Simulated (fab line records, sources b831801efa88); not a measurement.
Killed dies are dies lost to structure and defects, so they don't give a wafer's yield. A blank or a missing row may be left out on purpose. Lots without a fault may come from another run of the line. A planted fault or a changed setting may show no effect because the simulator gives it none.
Which tool did it? | flow sky130 | 12 lots, 36 wafers sampled, at 3 steps of a route of 708

WHAT THE GAUGES READ, wafer by wafer
SKY_VIA1_BOW_MEAS_03.
lot  | measured     | on            | VIA1_BOW (um)
L594 | day 34 15:52 | film_metro-04 | 105 85 76
L595 | day 34 15:54 | film_metro-02 | 84 72 87
L598 | day 36 00:22 | film_metro-02 | 78 82 85
L600 | day 36 08:05 | film_metro-03 | 88 85 91
L601 | day 36 16:19 | film_metro-03 | 74 78 72
L602 | day 36 19:22 | film_metro-03 | 93 97 83
L604 | day 38 01:36 | film_metro-04 | 79 81 82
L607 | day 39 06:37 | film_metro-02 | 91 90 83
L609 | day 40 03:11 | film_metro-04 | 73 78 78
L612 | day 40 06:38 | film_metro-02 | 75 83 93
L613 | day 40 12:41 | film_metro-02 | 80 89 92
L614 | day 40 19:11 | film_metro-04 | 93 90 76

WHICH TOOL RAN EACH LOT (tool, then ch and the chambers of the sampled wafers, then the start)
lot  | SKY_GATE_OXIDE_COAT_05            | SKY_GATE_OXIDE_STRIP_13
L594 | litho_track-03 ch 0, day 14 23:04 | plasma_asher-03 ch 0,1, day 15 12:29
L595 | litho_track-02 ch 0, day 14 23:06 | plasma_asher-04 ch 0,1, day 15 13:07
L598 | litho_track-03 ch 0, day 16 11:34 | plasma_asher-04 ch 0,1, day 17 02:25
L600 | litho_track-01 ch 0, day 16 17:25 | plasma_asher-02 ch 0,1, day 17 08:25
L601 | litho_track-03 ch 0, day 17 03:06 | plasma_asher-03 ch 0, day 17 18:08
L602 | litho_track-03 ch 0, day 17 09:34 | plasma_asher-04 ch 0,1, day 18 00:28
L604 | litho_track-03 ch 0, day 18 02:34 | plasma_asher-03 ch 0,1, day 18 18:13
L607 | litho_track-02 ch 0, day 19 16:31 | plasma_asher-04 ch 0, day 20 08:34
L609 | litho_track-02 ch 0, day 20 05:12 | plasma_asher-02 ch 0,1, day 20 21:11
L612 | litho_track-02 ch 0, day 21 03:27 | plasma_asher-04 ch 0,1, day 21 19:35
L613 | litho_track-03 ch 0, day 21 15:00 | plasma_asher-02 ch 0,1, day 22 06:25
L614 | litho_track-01 ch 0, day 22 00:23 | plasma_asher-02 ch 0, day 22 15:28
- SKY_GATE_OXIDE_COAT_05: resist thk 1140 nm.
- SKY_GATE_OXIDE_STRIP_13: strips in O2/N2.

WHAT THE TOOLS THEMSELVES READ (means of the sampled wafers that have a number; where no wafer has one, the mark that the record gives instead)
SKY_GATE_OXIDE_STRIP_13.
lot  | tool            | drypump_motor_current_A (A) | oes_product_au (a.u.) | strip_time_to_endpoint_s (s)
L594 | plasma_asher-03 | 6.1                         | 0.710                 | 14.19
L595 | plasma_asher-04 | 5.6                         | 0.710                 | 14.17
L598 | plasma_asher-04 | 5.6                         | 0.713                 | 14.15
L600 | plasma_asher-02 | 5.4                         | 0.716                 | 14.20
L601 | plasma_asher-03 | 5.3                         | 0.621                 | 9.29
L602 | plasma_asher-04 | 5.6                         | 0.622                 | 9.31
L604 | plasma_asher-03 | 5.7                         | 0.621                 | 9.28
L607 | plasma_asher-04 | 5.5                         | 0.713                 | 14.14
L609 | plasma_asher-02 | 5.4                         | 0.716                 | 14.12
L612 | plasma_asher-04 | 5.6                         | 0.715                 | 14.09
L613 | plasma_asher-02 | 5.4                         | 0.720                 | 14.22
L614 | plasma_asher-02 | 5.5                         | 0.717                 | 14.22

THE ANSWER, worked out from the rows above alone
Rule: what is usual is taken from the lots themselves. Put in order of their means at a reading, lots are off if they are a third of the lots or fewer, leave a main group of 4 or more, and stand apart from it by a gap of 3 or more times the standard deviation of the main group's means; of several such gaps the widest counts. A main group whose means are all the same, to the digits that the tables above print for the reading, isn't used. A lot without any number at a reading at which 4 lots or more have one is off too. The other lots that the step has rows for count as sound. The gauges are gone through in route order, then the tools' own readings, and for those a lot's mean is taken as printed above. The first step at which some lot is off is used, and at that step the reading that is off furthest; a lot without a number counts as furthest.
Off: L601, L602, L604, at SKY_GATE_OXIDE_STRIP_13 (strip_time_to_endpoint_s). The main group: mean 14.17 s, standard deviation 0.043.
A tool fits if, at that step or a process step before it, it ran every lot that is off, and no sound lot after the first of them. None of those tried fits.

WHAT THE SIMULATOR HAD PUT IN
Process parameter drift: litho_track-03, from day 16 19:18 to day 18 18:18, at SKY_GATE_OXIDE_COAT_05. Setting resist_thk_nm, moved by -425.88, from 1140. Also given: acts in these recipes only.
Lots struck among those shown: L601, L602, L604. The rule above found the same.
